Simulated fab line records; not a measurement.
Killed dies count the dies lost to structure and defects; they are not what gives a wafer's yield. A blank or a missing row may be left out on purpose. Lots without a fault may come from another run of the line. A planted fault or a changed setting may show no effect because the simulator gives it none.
The same fault as seen by 2 desks + flow sky130 + each desk holds nothing but its own numbers, with what lay behind them at the end

AT THE TOOL OWNER'S DESK: cvd w-02
The tool's own readings at SKY_VIA2_CVD_21 (deposits W, target thk 420 nm, time 126.4 s): means of the sampled wafers that have a number, for each lot that ran on this tool. The brackets show how far a lot's mean lies from the usual mean; more than 4 standard deviations puts the lot out of limits, marked OUT.
Columns: A = chamber pressure Torr at SKY_VIA2_CVD_21, usual 40.01 Torr; B = heater power w at SKY_VIA2_CVD_21, usual 852 W
| lot  | first seen here | A                | B   |
|------|-----------------|------------------|-----|
| L339 | day 37 16:32    | 39.97            | 828 |
| L344 | day 39 03:07    | 40.04            | 964 |
| L350 | day 41 02:01    | 39.92            | 807 |
| L353 | day 41 12:17    | 39.57 (-4.9) OUT | 814 |
| L354 | day 42 05:36    | 39.06 (-11) OUT  | 910 |
This desk's verdict: out of limits on L353, L354, starting with L353 at day 41 12:17 (chamber pressure Torr at SKY_VIA2_CVD_21). In limits: L339, L344, L350.

AT THE METROLOGY DESK
What the gauges read for every lot (on any tool): the sampled wafers with a number, averaged. The brackets show how far a lot's mean lies from the usual mean; more than 4 standard deviations puts the lot out of limits, marked OUT.
Columns: A = cd nm at SKY_VIA2_CD_MEAS_12, usual 200.0 nm; B = VIA2_OVL at SKY_VIA2_OVL_MEAS_13, usual 1 nm; C = VIA2_W_RS at SKY_VIA2_RS_MEAS_22, usual 0.273 ohm/sq
| lot  | first seen here | A     | B  | C     |
|------|-----------------|-------|----|-------|
| L336 | day 36 23:16    | 200.2 | -1 | 0.272 |
| L339 | day 37 15:37    | 201.6 | -1 | 0.275 |
| L344 | day 39 02:13    | 199.4 | 10 | 0.269 |
| L350 | day 41 01:05    | 200.9 | -4 | 0.268 |
| L353 | day 41 11:22    | 199.1 | 0  | 0.275 |
| L354 | day 42 04:41    | 201.2 | 9  | 0.281 |
This desk found nothing out of limits on any of the 6 lots.

TAKEN TOGETHER
At day 41 12:17, on L353, L354, the tool owner's desk was in a position to raise an alarm.
At the metrology desk, nothing out of limits was observed.
The metrology desk has L353, L354 on record, within its limits.
On cvd w-02, each named lot ran SKY_VIA2_CVD_21.

WHAT WAS PUT IN BY THE SIMULATOR
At SKY_VIA2_CVD_21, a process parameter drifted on cvd w-02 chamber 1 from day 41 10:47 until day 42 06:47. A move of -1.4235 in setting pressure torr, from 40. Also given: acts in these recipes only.
Struck lots among those shown: L353, L354.
Hours from the fault's start to each desk's first reading out of limits: the tool owner's desk, 2.
